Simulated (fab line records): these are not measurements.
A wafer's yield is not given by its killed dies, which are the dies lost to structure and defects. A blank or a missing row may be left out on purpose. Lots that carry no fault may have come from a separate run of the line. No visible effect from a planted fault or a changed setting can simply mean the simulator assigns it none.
Comparing a struck lot with a sound one / flow sfq-line / 15 out of 325 route steps
Sound: these wafers, L780.1, L780.2, L780.5. Wafers struck: L793.1, L793.6. The cause is given at the end.
Order at every step that has rows: each side's tool, ch and its chambers, its first start. Under that, the readings that differ: sound wafers / struck wafers / difference of the means / sigmas: that difference in standard deviations of wafers without a fault.
alike: words and numbers the same on both sides, and readings whose means are apart by under 2 such deviations; not compared: readings that were withheld, readings missing a value for some wafer, numbers with overlapping values and no deviation given by the record, and bounds like >300 which may hide the same value.
The two part at a step that has a row with sigmas, a row that says differs or no value, or rows on one side only. Numbers that have no deviation but don't overlap get no sigmas and don't part them. A reading missing from all wafers of one side parts the sides only when that side holds two or more wafers.

first, 1 step without rows for these wafers: SFQ_TRILAYER_M6_STRIP_SOLV_CLEAN_164 (cleans in NMP, time 600 s).
SFQ_TRILAYER_I6_DEP_PECVD_165: deposits SiO2 from SiH4/N2O, time 111.11 s, target thk 500 nm.
  sound on pecvd-03 ch 0,2, day 74 20:58; struck on pecvd-01 ch 1,2, day 78 10:46
  alike: heater-power-outer-w, heater-power-w, throttle-valve-pct
SFQ_TRILAYER_I6_CMP_CMP_166: polishes SiO2.
  sound on cmp-01 ch 1,2,3, day 74 21:32; struck on cmp-02 ch 0,1, day 78 18:26
  alike: head-pressure-psi, motor-current-A, retaining-ring-pressure-frac, time-to-endpoint-s
SFQ_I6_BOW_MEAS_941:
  sound on film-metro-01 at day 75 00:02; struck on film-metro-02 at day 78 20:56
  alike: I6_BOW
SFQ_TRILAYER_I6_METRO_MEASURE_167:
  sound on film-metro-01 at day 75 00:10; struck on film-metro-02 at day 78 21:03
reading=thk-nm (nm); sound=201.6 200.3 200.3; struck=197.4 197.1; difference=-3.5; sigmas=-2
then, 6 steps without rows for these wafers: SFQ_TRILAYER_I6_VIA_LITHO_COAT_174 (resist thk 62 nm); SFQ_TRILAYER_I6_VIA_LITHO_COAT_169 (resist thk 650 nm); SFQ_TRILAYER_I6_VIA_LITHO_SOFTBAKE_173; SFQ_TRILAYER_I6_VIA_LITHO_EXPOSE_170 (exposes mask I6, target cd 700 nm); SFQ_TRILAYER_I6_VIA_LITHO_PEB_172 (peb time 60 s); SFQ_TRILAYER_I6_VIA_LITHO_DEVELOP_171 (time 60 s).
-- the record jumps here: 4 days lie between the struck wafers' starts before and after --
SFQ_I6_OVL_MEAS_942:
  sound on overlay-01 at day 77 13:07; struck on overlay-02 at day 83 08:07
  alike: I6_OVL
SFQ_TRILAYER_I6_VIA_BARC_OPEN_VIA_ETCH_235: etches BARC in O2, target depth 125 nm, time 41.7 s.
  sound on rie-diel-03 ch 0,2, day 77 13:08; struck on rie-diel-04 ch 1, day 83 08:09
reading=model.KrF_of_TRILAYER_I6_VIA_LITHO_COAT_169.thk-nm (nm); sound=571.9 572.6 569.6; struck=582.6 581.3; difference=+10.6; sigmas=
  alike: drypump-motor-current-A, oes-product-au
  not compared: rf-hours-counter-h
SFQ_TRILAYER_I6_VIA_ETCH_VIA_ETCH_172: etches SiO2 in CHF3, stops on Nb, target depth 260 nm.
  sound on rie-diel-03 ch 0,2, day 77 13:11; struck on rie-diel-04 ch 1, day 83 08:11
reading=model.KrF_of_TRILAYER_I6_VIA_LITHO_COAT_169.thk-nm (nm); sound=525.3 526.4 523.6; struck=537.8 536.1; difference=+11.9; sigmas=
  alike: drypump-motor-current-A, oes-product-au
SFQ_TRILAYER_I6_VIA_STRIP_STRIP_173: strips in O2.
  sound on rie-metal-01 ch 0,1, day 77 13:18; struck on rie-metal-03 ch 0,1, day 83 08:19
  alike: drypump-motor-current-A, oes-product-au
  not compared: rf-hours-counter-h

## WHERE THEY PART
At SFQ_TRILAYER_I6_METRO_MEASURE_167 and nowhere else, as far as this record goes. Later steps at which nothing parts them and some readings are alike: SFQ_I6_OVL_MEAS_942, SFQ_TRILAYER_I6_VIA_BARC_OPEN_VIA_ETCH_235, SFQ_TRILAYER_I6_VIA_ETCH_VIA_ETCH_172, SFQ_TRILAYER_I6_VIA_STRIP_STRIP_173.

WHY: the cause the simulator had injected
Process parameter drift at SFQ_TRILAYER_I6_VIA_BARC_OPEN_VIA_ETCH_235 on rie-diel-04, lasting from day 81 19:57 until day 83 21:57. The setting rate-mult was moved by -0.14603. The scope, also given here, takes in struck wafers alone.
